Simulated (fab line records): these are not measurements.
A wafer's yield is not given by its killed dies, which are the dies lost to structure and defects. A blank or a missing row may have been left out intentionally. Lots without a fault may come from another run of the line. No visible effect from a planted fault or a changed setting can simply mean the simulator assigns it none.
fab line records    flow sky130
record lots=7  wafers=21  last-day=46
route steps=708 shown VT_ADJUST_PCH@151 SONOS_TUNNEL@154 PAD_OPEN@708
lots that met no fault: from a run of the same line without faults
start-h: start of the lot's first displayed wafer, in hours after the record's first day    wait-h: hours from the lot's prior step to this one    " as in the row above    L1.1+2: one row covering several wafers at once    - no value, or no start was given    * or withheld: withheld    < > ~ a bound
route shown NAME@n: a module of which the file shows steps, and the number in the route of the first    usual: mean/standard deviation of fault-free wafers    same: alike in all rows    chamber/n: place in a boat    sites: readings site by site    _std_site: the standard deviation of these    _edge_site: outer sites' mean less inner sites'    radius-mm: for every site, how far away it sits from the centre of the wafer    mask NAME#n: copy n    behind: tool/chamber where the wafer was last shaped    hold: cause of the lot's hold/its duration in hours/its outcome    device: which transistor (n, p or np) failed to switch    end of line: tests of these same wafers at the route's end    where a step has no rows: the recipe by itself    killed: the dies lost at the first sort to structure and to defects; this is not the yield of the wafer    map: a wafer's dies, marking killed ones x, the rest . and places with no die _
set.NAME: the setting that was run; set.NAME@STEP: the one run at that earlier step    model.NAME: the simulator's own value behind a step, which no gauge read
a table for each step, a row for each wafer; lots at some steps of the route
services: from which hour (start-h, from the record's first day; less than 0 if before it) a tool's chamber was out of use, for how many hours, and why
## steps
# step SKY_VT_ADJUST_PCH_IMPLANT_08
# recipe species=B  energy-kev=10  dose-cm2=5e+11  tilt-deg=withheld
# step SKY_VT_ADJUST_PCH_STRIP_09
# recipe chemistry=O2/N2  power-w=1400  pressure-mtorr=1500  platen-temp-c=withheld  o2-flow-sccm=3000  n2-flow-sccm=300  overash-fraction=0.5
# usual drypump-motor-current-A=5.5/0.41  oes-product-au=0.723/0.0043  strip-time-to-endpoint-s=36.90/0.095
lot.wafer  tool             chamber  start-h  wait-h  drypump-motor-current-A  oes-product-au  rf-hours-counter-h  strip-time-to-endpoint-s
L128.1     plasma-asher-02  1        221.77   0.1     5.4                      0.721           55                  36.83
L128.5     "                1        "        "       5.4                      0.730           -                   36.84
L128.6     "                0        "        "       5.7                      0.721           -                   36.85
L129.1     plasma-asher-03  1        229.07   0.1     5.4                      0.723           41                  36.89
L129.2     "                0        "        "       5.0                      0.711           41                  36.93
L129.4     "                1        "        "       5.4                      0.724           -                   36.94
L130.4     plasma-asher-04  0        241.16   0.1     6.3                      0.718           -                   36.78
L130.5     "                0        "        "       6.3                      0.718           -                   36.85
L130.6     "                1        "        "       5.0                      0.718           -                   36.74
L131.2     plasma-asher-02  1        248.08   0.1     5.4                      0.727           58                  37.01
L131.4     "                0        "        "       5.8                      0.721           -                   36.99
L131.5     "                0        "        "       5.7                      0.724           -                   36.93
L132.3     plasma-asher-04  0        250.68   0.1     6.2                      0.720           -                   36.73
L132.4     "                1        "        "       5.0                      0.721           -                   36.65
L132.5     "                0        "        "       6.2                      0.725           -                   36.76
L133.2     plasma-asher-04  0        256.15   0.1     6.2                      0.725           58                  36.90
L133.3     "                1        "        "       5.0                      0.722           -                   36.92
L133.5     "                0        "        "       6.3                      0.725           -                   36.79
L134.2     plasma-asher-03  1        269.18   0.1     5.4                      0.722           45                  36.90
L134.4     "                0        "        "       5.0                      0.730           -                   36.94
L134.6     "                1        "        "       5.4                      0.730           -                   36.90
# step SKY_VT_ADJUST_PCH_TW_MEAS_10
# usual VT_ADJUST_PCH_TW=143.2/0.79
lot.wafer  tool           chamber  start-h  wait-h  VT_ADJUST_PCH_TW
L128.1     film-metro-03  -        221.87   0.1     143.3
L128.5     "              -        "        "       143.5
L128.6     "              -        "        "       143.1
L129.1     film-metro-03  -        229.17   0.1     143.8
L129.2     "              -        "        "       143.4
L129.4     "              -        "        "       142.7
L130.4     film-metro-01  -        241.25   0.1     143.4
L130.5     "              -        "        "       144.1
L130.6     "              -        "        "       143.9
L131.2     film-metro-04  -        248.19   0.1     142.2
L131.4     "              -        "        "       143.3
L131.5     "              -        "        "       142.3
L132.3     film-metro-03  -        250.77   0.1     142.9
L132.4     "              -        "        "       143.2
L132.5     "              -        "        "       143.7
L133.2     film-metro-03  -        256.26   0.1     143.3
L133.3     "              -        "        "       143.2
L133.5     "              -        "        "       143.4
L134.2     film-metro-04  -        269.29   0.1     141.2
L134.4     "              -        "        "       141.1
L134.6     "              -        "        "       140.7
# step SKY_SONOS_TUNNEL_DEHYDRATE_00
# recipe temp-c=200  time-s=60
# step SKY_SONOS_TUNNEL_HMDS_01
# recipe prime-time-s=60  prime-temp-c=120
# step SKY_SONOS_TUNNEL_COAT_02
# recipe resist=NOVOLAK  spin-rpm=3000  resist-thk-nm=1140
# step SKY_SONOS_TUNNEL_SOFTBAKE_03
# recipe temp-c=90  time-s=60  resist=NOVOLAK
# step SKY_SONOS_TUNNEL_EXPOSE_04
# recipe mask-id=TUNM  na=0.6  source-shape=conventional  sigma-outer=0.6  polarization=unpolarized  target-cd-nm=410  dose-mj=136
# step SKY_SONOS_TUNNEL_PEB_05
# recipe temp-c=withheld  time-s=*  resist=NOVOLAK
# step SKY_SONOS_TUNNEL_DEVELOP_06
# recipe resist=NOVOLAK  developer=TMAH  develop-time-s=60  dev-temp-c=23
# step SKY_SONOS_TUNNEL_CD_MEAS_07
# recipe target-cd-nm=410
# usual cd-nm=409.8/2
lot.wafer  tool       chamber  start-h  wait-h  cd-nm
L128.1     cd-sem-01  -        244.46   0.1     409.5
L128.5     "          -        "        "       410.3
L128.6     "          -        "        "       412.0
L129.1     cd-sem-01  -        250.77   0.1     409.6
L129.2     "          -        "        "       410.7
L129.4     "          -        "        "       413.7
L130.4     cd-sem-01  -        264.38   0.1     409.2
L130.5     "          -        "        "       410.8
L130.6     "          -        "        "       409.2
L131.2     cd-sem-02  -        272.04   0.1     410.7
L131.4     "          -        "        "       411.1
L131.5     "          -        "        "       410.3
L132.3     cd-sem-01  -        273.80   0.1     409.9
L132.4     "          -        "        "       407.9
L132.5     "          -        "        "       409.1
L133.2     cd-sem-01  -        279.83   0.1     409.1
L133.3     "          -        "        "       410.2
L133.5     "          -        "        "       408.5
L134.2     cd-sem-02  -        294.66   0.1     410.6
L134.4     "          -        "        "       409.0
L134.6     "          -        "        "       408.7
# step SKY_SONOS_TUNNEL_OVL_MEAS_08
# usual SONOS_TUNNEL_OVL=-0.7/1.5
lot.wafer  tool        chamber  start-h  wait-h  SONOS_TUNNEL_OVL[nm]
L128.1     overlay-02  -        244.58   0.1     0.3
L128.5     "           -        "        "       0.9
L128.6     "           -        "        "       0.5
L129.1     overlay-02  -        250.89   0.1     -2.9
L129.2     "           -        "        "       -2.0
L129.4     "           -        "        "       -2.5
L130.4     overlay-02  -        264.46   0.1     -3.9
L130.5     "           -        "        "       -3.1
L130.6     "           -        "        "       -2.9
L131.2     overlay-01  -        272.14   0.1     -2.0
L131.4     "           -        "        "       -3.2
L131.5     "           -        "        "       -0.9
L132.3     overlay-01  -        273.89   0.1     -1.2
L132.4     "           -        "        "       -1.8
L132.5     "           -        "        "       -2.5
L133.2     overlay-01  -        279.94   0.1     -2.2
L133.3     "           -        "        "       -0.7
L133.5     "           -        "        "       -0.2
L134.2     overlay-01  -        294.76   0.1     0.9
L134.4     "           -        "        "       1.8
L134.6     "           -        "        "       1.5
# step SKY_SONOS_TUNNEL_IMPLANT_09
# recipe species=B  energy-kev=20  dose-cm2=1e+12  tilt-deg=withheld
# usual implant-ion-amu=11/0
lot.wafer  tool          chamber  start-h  wait-h  implant-ion-amu  model.implant.rp-nm  model.implant.drp-nm
L128.1     implanter-02  0        244.62   0.0     11               66.28                28.34
L128.5     "             0        "        "       11               66.28                28.34
L128.6     "             0        "        "       11               66.28                28.34
L129.1     implanter-03  0        250.92   0.0     11               66.32                28.34
L129.2     "             0        "        "       11               66.32                28.34
L129.4     "             0        "        "       11               66.32                28.34
L130.4     implanter-02  0        264.55   0.1     11               66                   28.34
L130.5     "             0        "        "       11               66                   28.34
L130.6     "             0        "        "       11               66                   28.34
L131.2     implanter-04  0        272.20   0.0     11               64.91                28.34
L131.4     "             0        "        "       11               64.91                28.34
L131.5     "             0        "        "       11               64.91                28.34
L132.3     implanter-04  0        273.97   0.1     49               16.99                9.752
L132.4     "             0        "        "       49               16.99                9.752
L132.5     "             0        "        "       49               16.99                9.752
L133.2     implanter-02  0        279.99   0.0     49               17.28                9.752
L133.3     "             0        "        "       49               17.28                9.752
L133.5     "             0        "        "       49               17.28                9.752
L134.2     implanter-03  0        294.82   0.0     49               17.2                 9.752
L134.4     "             0        "        "       49               17.2                 9.752
L134.6     "             0        "        "       49               17.2                 9.752
# step SKY_SONOS_TUNNEL_WET_ETCH_10
# recipe chemistry=dHF  target-depth-nm=14  target=SiO2  dilution=100:1  temp-c=25  time-s=280
# step SKY_SONOS_TUNNEL_STRIP_11
# recipe chemistry=SPM  time-s=600  temp-c=130
# step SKY_SONOS_TUNNEL_TW_MEAS_12
# usual SONOS_TUNNEL_TW=196.3/1.5
lot.wafer  tool           chamber  start-h  wait-h  SONOS_TUNNEL_TW
L128.1     film-metro-02  -        245.03   0.0     196.0
L128.5     "              -        "        "       195.1
L128.6     "              -        "        "       194.8
L129.1     film-metro-02  -        251.35   0.0     194.4
L129.2     "              -        "        "       194.7
L129.4     "              -        "        "       195.4
L130.4     film-metro-03  -        264.93   0.0     199.3
L130.5     "              -        "        "       197.4
L130.6     "              -        "        "       197.9
L131.2     film-metro-04  -        272.63   0.0     195.9
L131.4     "              -        "        "       195.8
L131.5     "              -        "        "       196.2
L132.3     film-metro-04  -        274.38   0.0     292.4
L132.4     "              -        "        "       293.6
L132.5     "              -        "        "       294.4
L133.2     film-metro-04  -        280.39   0.0     292.4
L133.3     "              -        "        "       292.5
L133.5     "              -        "        "       292.5
L134.2     film-metro-02  -        295.23   0.0     294.0
L134.4     "              -        "        "       292.1
L134.6     "              -        "        "       292.9
# step SKY_SONOS_TUNNEL_CLEAN_13
# recipe chemistry=dHF  time-s=20  dilution=100:1  dry=ipa-marangoni
# step SKY_PAD_OPEN_PROBE_99
# usual killed_at_M0_to_M3=44/6.4  killed_at_M4_up=3.6/2.1  killed-at-contacts=23/5.1  killed-at-front-end=15/4.3  killed-at-other=0.3/0.56  killed-dies=86/9  killed-open=47/6.4  killed-short=39/5.8
# same gross-dies=492  killed-at-back-side=0
lot.wafer  tool       chamber  start-h  wait-h  killed_at_M0_to_M3  killed_at_M4_up  killed-at-contacts  killed-at-front-end  killed-at-other  killed-dies  killed-open  killed-short  model.etest.sonos-programmed.off-log10-a-um
L128.1     prober-01  -        1065.65  0.1     40                  3                20                  17                   1                81           44           37            -13.88
L128.5     prober-01  -        1065.85  0.2     31                  3                19                  10                   1                64           35           29            -13.95
L128.6     prober-01  -        1065.90  0.2     29                  3                29                  15                   0                76           46           30            -14.02
L129.1     prober-02  -        1081.67  0.1     50                  5                22                  17                   0                94           54           40            -14.07
L129.2     prober-02  -        1081.72  0.1     48                  5                28                  22                   0                103          52           51            -14.01
L129.4     prober-02  -        1081.82  0.2     65                  1                21                  18                   0                105          57           48            -13.88
L130.4     prober-01  -        1084.80  0.2     43                  2                18                  15                   0                78           44           34            -14.01
L130.5     prober-01  -        1084.85  0.2     38                  5                17                  11                   1                72           38           34            -14.01
L130.6     prober-01  -        1084.90  0.2     49                  5                26                  5                    0                85           47           38            -13.95
L131.2     prober-02  -        1086.80  0.1     46                  1                17                  15                   1                80           39           41            -13.94
L131.4     prober-02  -        1086.90  0.2     46                  2                19                  12                   0                79           41           38            -13.79
L131.5     prober-02  -        1086.95  0.2     48                  2                20                  14                   0                84           39           45            -13.93
L132.3     prober-01  -        1093.54  0.2     49                  2                20                  15                   0                86           43           43            -12.14
L132.4     prober-01  -        1093.59  0.2     43                  3                18                  18                   0                82           48           34            -12.42
L132.5     prober-01  -        1093.64  0.2     44                  2                29                  18                   0                93           58           35            -12.8
L133.2     prober-01  -        1101.51  0.1     38                  6                14                  18                   0                76           42           34            -12.19
L133.3     prober-01  -        1101.56  0.2     50                  3                27                  19                   0                99           63           36            -12.47
L133.5     prober-01  -        1101.66  0.2     39                  4                26                  21                   0                90           52           38            -12.42
L134.2     prober-02  -        1112.98  0.1     48                  2                32                  15                   1                98           64           33            -12.8
L134.4     prober-02  -        1113.08  0.2     43                  3                22                  25                   1                94           49           45            -12.96
L134.6     prober-02  -        1113.18  0.2     34                  0                23                  18                   1                76           44           32            -12.89
# killed by level:class
L128.1 VIA1:geometric-particle:open=11 LI_CONTACT:geometric-particle:open=7 POLY_GATE:geometric-particle:short=6 CONTACT:geometric-particle:open=5 VIA1:geometric-particle:short=5 FIELD_ISO:geometric-particle:open=4 METAL1:geometric-particle:short=4 VIA3:geometric-particle:open=4
L128.5 LI_CONTACT:geometric-particle:open=6 CONTACT:geometric-particle:open=6 VIA1:geometric-particle:short=6 VIA1:geometric-particle:open=5 VIA2:geometric-particle:open=5 VIA3:geometric-particle:open=5 LOCAL_INTERCONNECT:geometric-particle:short=4 POLY_GATE:geometric-particle:short=4
L128.6 CONTACT:geometric-particle:open=13 VIA1:geometric-particle:open=10 LI_CONTACT:geometric-particle:open=7 POLY_GATE:geometric-particle:open=4 LOCAL_INTERCONNECT:geometric-particle:short=4 CONTACT:geometric-particle:short=4 METAL1:geometric-particle:short=4 VIA2:geometric-particle:open=4
L129.1 VIA1:geometric-particle:open=10 VIA3:geometric-particle:open=10 LI_CONTACT:geometric-particle:open=8 VIA1:geometric-particle:short=7 METAL1:geometric-particle:short=7 CONTACT:geometric-particle:open=6 VIA2:geometric-particle:open=6 FIELD_ISO:geometric-particle:open=5
L129.2 CONTACT:geometric-particle:open=12 VIA2:geometric-particle:open=8 VIA3:geometric-particle:open=7 VIA1:geometric-particle:short=7 POLY_GATE:geometric-particle:short=6 VIA3:geometric-particle:short=6 METAL3:geometric-particle:short=6 POLY_GATE:geometric-particle:open=5
L129.4 VIA3:geometric-particle:open=12 METAL2:geometric-particle:short=10 VIA3:geometric-particle:short=9 CONTACT:geometric-particle:open=8 VIA1:geometric-particle:open=8 VIA2:geometric-particle:open=8 LI_CONTACT:geometric-particle:open=6 VIA2:geometric-particle:short=6
L130.4 CONTACT:geometric-particle:open=10 VIA1:geometric-particle:open=9 METAL1:geometric-particle:short=7 VIA3:geometric-particle:open=7 FIELD_ISO:geometric-particle:short=5 LI_CONTACT:geometric-particle:open=4 METAL1:geometric-particle:open=4 VIA2:geometric-particle:open=4
L130.5 VIA3:geometric-particle:open=8 VIA1:geometric-particle:open=7 LOCAL_INTERCONNECT:geometric-particle:short=6 VIA2:geometric-particle:open=6 LI_CONTACT:geometric-particle:open=5 FIELD_ISO:geometric-particle:short=4 VIA2:geometric-particle:short=4 CONTACT:geometric-particle:open=3
L130.6 LI_CONTACT:geometric-particle:open=10 VIA1:geometric-particle:open=9 METAL1:geometric-particle:short=8 CONTACT:geometric-particle:open=7 VIA2:geometric-particle:open=6 VIA3:geometric-particle:open=6 CONTACT:geometric-particle:short=5 VIA3:geometric-particle:short=4
L131.2 VIA1:geometric-particle:open=9 METAL2:geometric-particle:short=9 METAL1:geometric-particle:short=8 LI_CONTACT:geometric-particle:open=6 FIELD_ISO:geometric-particle:open=5 VIA2:geometric-particle:open=5 LOCAL_INTERCONNECT:geometric-particle:short=4 METAL2:geometric-particle:open=4
L131.4 VIA3:geometric-particle:open=9 VIA3:geometric-particle:short=7 LI_CONTACT:geometric-particle:open=6 CONTACT:geometric-particle:open=6 METAL2:geometric-particle:short=6 VIA2:geometric-particle:open=6 VIA1:geometric-particle:short=5 VIA1:geometric-particle:open=5
L131.5 VIA1:geometric-particle:open=9 VIA3:geometric-particle:open=7 LI_CONTACT:geometric-particle:open=6 LOCAL_INTERCONNECT:geometric-particle:short=6 METAL2:geometric-particle:short=6 CONTACT:geometric-particle:open=5 METAL1:geometric-particle:short=5 VIA2:geometric-particle:open=5
L132.3 VIA3:geometric-particle:open=11 VIA1:geometric-particle:open=7 FIELD_ISO:geometric-particle:short=6 CONTACT:geometric-particle:open=6 METAL2:geometric-particle:short=6 LI_CONTACT:geometric-particle:open=5 VIA1:geometric-particle:short=5 VIA2:geometric-particle:open=5
L132.4 VIA1:geometric-particle:open=11 LI_CONTACT:geometric-particle:open=8 CONTACT:geometric-particle:open=7 VIA2:geometric-particle:open=7 FIELD_ISO:geometric-particle:short=6 METAL1:geometric-particle:short=4 VIA1:geometric-particle:short=4 METAL2:geometric-particle:short=4
L132.5 CONTACT:geometric-particle:open=13 VIA2:geometric-particle:open=10 VIA1:geometric-particle:open=9 POLY_GATE:geometric-particle:open=7 METAL1:geometric-particle:short=7 VIA3:geometric-particle:open=7 LOCAL_INTERCONNECT:geometric-particle:short=6 POLY_GATE:geometric-particle:short=4
L133.2 CONTACT:geometric-particle:open=10 FIELD_ISO:geometric-particle:short=8 METAL2:geometric-particle:short=6 VIA1:geometric-particle:open=6 FIELD_ISO:geometric-particle:open=5 METAL1:geometric-particle:short=4 METAL2:geometric-particle:open=4 VIA2:geometric-particle:open=4
L133.3 VIA1:geometric-particle:open=13 VIA2:geometric-particle:open=11 FIELD_ISO:geometric-particle:short=7 CONTACT:geometric-particle:open=7 LI_CONTACT:geometric-particle:open=5 LOCAL_INTERCONNECT:geometric-particle:short=5 VIA3:geometric-particle:open=5 METAL2:geometric-particle:open=5
L133.5 VIA1:geometric-particle:open=10 LI_CONTACT:geometric-particle:open=8 CONTACT:geometric-particle:open=7 FIELD_ISO:geometric-particle:short=6 CONTACT:geometric-particle:short=6 METAL1:geometric-particle:short=6 FIELD_ISO:geometric-particle:open=5 VIA3:geometric-particle:open=5
L134.2 VIA1:geometric-particle:open=15 CONTACT:geometric-particle:open=13 LI_CONTACT:geometric-particle:open=9 FIELD_ISO:geometric-particle:open=6 VIA3:geometric-particle:open=6 METAL2:geometric-particle:short=5 VIA2:geometric-particle:open=5 FIELD_ISO:geometric-particle:short=4
L134.4 VIA1:geometric-particle:open=10 METAL2:geometric-particle:short=10 LI_CONTACT:geometric-particle:open=8 FIELD_ISO:geometric-particle:open=7 FIELD_ISO:geometric-particle:short=6 CONTACT:geometric-particle:open=5 VIA2:geometric-particle:open=5 POLY_GATE:geometric-particle:open=4
L134.6 LI_CONTACT:geometric-particle:open=7 CONTACT:geometric-particle:open=7 VIA1:geometric-particle:short=7 VIA1:geometric-particle:open=6 VIA2:geometric-particle:open=5 FIELD_ISO:geometric-particle:open=4 POLY_GATE:geometric-particle:open=4 LOCAL_INTERCONNECT:geometric-particle:short=4
## services
tool             chamber  start-h  hours  kind
plasma-asher-02  -        229.67   0.4    repair
implanter-04     -        243.87   3.4    pm
implanter-03     -        255.68   1.7    repair
implanter-03     -        274.59   0.8    repair
plasma-asher-02  -        275.73   4.3    pm
implanter-04     -        279.31   18.6   repair
plasma-asher-02  -        280.06   2.8    pm
## key
first-sign step=SKY_SONOS_TUNNEL_IMPLANT_09  reading=implant-ion-amu  direction=up  sigmas=99+  usual=11  struck=49
effect step=SKY_SONOS_TUNNEL_TW_MEAS_12  reading=SONOS_TUNNEL_TW  direction=up  sigmas=66  usual=196.3  struck=293.0
model-effect step=SKY_SONOS_TUNNEL_IMPLANT_09  value=implant.rp-nm  without=65.11  struck=17.16
model-effect step=SKY_PAD_OPEN_PROBE_99  value=etest.sonos-programmed.off-log10-a-um  without=-13.94  struck=-12.57
met-at SKY_SONOS_TUNNEL_IMPLANT_09
struck-wafers L132.3,L132.4,L132.5,L133.2,L133.3,L133.5,L134.2,L134.4,L134.6
tester-left-out L132,L133,L134
onset-between 272.20 273.97
fault kind=wrong-recipe-download  tool=implanter-02,implanter-03,implanter-04  chamber=-  onset-h=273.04  steps=SKY_SONOS_TUNNEL_IMPLANT_09  wrong-recipe.not-listed=1
# tester-left-out: of these lots the tester's yield and bins aren't shown, on N5 and GAA mostly nor the transistor test; their killed dies are dies lost to structure and defects alone, not to doping, threshold or leakage, so they don't give the yield
